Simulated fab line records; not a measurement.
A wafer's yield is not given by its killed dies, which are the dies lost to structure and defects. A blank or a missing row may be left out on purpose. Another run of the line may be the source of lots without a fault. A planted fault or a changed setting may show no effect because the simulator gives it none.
Which of the tools did it? + flow gf180mcu + Sampling: 13 lots, 39 wafers, 2 of 602 route steps

== WHAT THE GAUGES SHOWED, per wafer ==
GF_V5_RS_MEAS_24: measures by four-point-probe. Usual: V5_W_RS 0.325 ohm/sq, standard deviation 0.0031.
| lot  | measured     | on            | V5_W_RS (ohm/sq)  | flag |
|------|--------------|---------------|-------------------|------|
| L396 | day 27 15:10 | film_metro-03 | 0.321 0.322 0.325 |      |
| L397 | day 27 20:52 | film_metro-01 | 0.322 0.324 0.323 |      |
| L402 | day 29 19:17 | film_metro-01 | 0.326 0.325 0.323 |      |
| L404 | day 30 03:32 | film_metro-01 | 0.332 0.323 0.327 |      |
| L408 | day 31 03:05 | film_metro-02 | 0.320 0.322 0.325 |      |
| L409 | day 31 04:04 | film_metro-02 | 0.327 0.325 0.327 |      |
| L412 | day 32 05:04 | film_metro-01 | 0.323 0.329 0.329 |      |
| L413 | day 32 10:47 | film_metro-02 | 0.326 0.324 0.322 |      |
| L414 | day 33 01:05 | film_metro-02 | 0.325 0.323 0.326 |      |
| L415 | day 33 02:18 | film_metro-02 | 0.333 0.325 0.332 |      |
| L416 | day 33 03:10 | film_metro-03 | 0.327 0.322 0.333 |      |
| L418 | day 33 12:46 | film_metro-03 | 0.321 0.322 0.321 |      |
| L419 | day 33 18:37 | film_metro-03 | 0.325 0.327 0.328 |      |

== EACH LOT AND THE TOOL THAT RAN IT (in order: tool; ch and the chambers of the sampled wafers; start) ==
| lot  | GF_M4_SPUTTER_01             |
|------|------------------------------|
| L396 | pvd_sputter-04, day 22 20:50 |
| L397 | pvd_sputter-02, day 23 02:16 |
| L402 | pvd_sputter-02, day 25 07:12 |
| L404 | pvd_sputter-02, day 25 16:41 |
| L408 | pvd_sputter-04, day 26 20:01 |
| L409 | pvd_sputter-04, day 26 21:24 |
| L412 | pvd_sputter-02, day 28 02:10 |
| L413 | pvd_sputter-01, day 28 08:32 |
| L414 | pvd_sputter-01, day 29 01:02 |
| L415 | pvd_sputter-04, day 29 01:21 |
| L416 | pvd_sputter-02, day 29 02:49 |
| L418 | pvd_sputter-01, day 29 16:03 |
| L419 | pvd_sputter-04, day 29 22:20 |
- GF_M4_SPUTTER_01: material TiN, target thk 30 nm, time 25 s.

== AS READ BY THE TOOLS THEMSELVES (means over the sampled wafers that have a number; for cases with no such wafer, the mark the record gives instead) ==
GF_M4_SPUTTER_01. Usual: throttle_valve_pct 30.0 %, standard deviation 1.4.
| lot  | tool           | throttle_valve_pct (%) | flag |
|------|----------------|------------------------|------|
| L396 | pvd_sputter-04 | 30.3                   |      |
| L397 | pvd_sputter-02 | 31.1                   |      |
| L402 | pvd_sputter-02 | 32.0                   |      |
| L404 | pvd_sputter-02 | 30.1                   |      |
| L408 | pvd_sputter-04 | 30.2                   |      |
| L409 | pvd_sputter-04 | 30.2                   |      |
| L412 | pvd_sputter-02 | 30.9                   |      |
| L413 | pvd_sputter-01 | 29.7                   |      |
| L414 | pvd_sputter-01 | 30.1                   |      |
| L415 | pvd_sputter-04 | 30.1                   |      |
| L416 | pvd_sputter-02 | 30.0                   |      |
| L418 | pvd_sputter-01 | 28.8                   |      |
| L419 | pvd_sputter-04 | 29.8                   |      |

== THE ANSWER, worked out from the rows above alone ==
Rule: a lot is off if the mean of its wafers that have a number lies more than 3 standard deviations from the usual mean. Also off: a lot with no number at a reading for which 4 or more lots have one. Where the step has rows for the other lots, those lots are counted as sound. First the gauges in route order, then the tools' own readings, where a lot's mean is used as printed above. At the first step where some lot is off, the reading lying furthest off is the one used; lots without a number count as furthest.
No lot is off on any of the readings shown, so nothing can be concluded from this.

== WHAT HAD BEEN PUT IN BY THE SIMULATOR ==
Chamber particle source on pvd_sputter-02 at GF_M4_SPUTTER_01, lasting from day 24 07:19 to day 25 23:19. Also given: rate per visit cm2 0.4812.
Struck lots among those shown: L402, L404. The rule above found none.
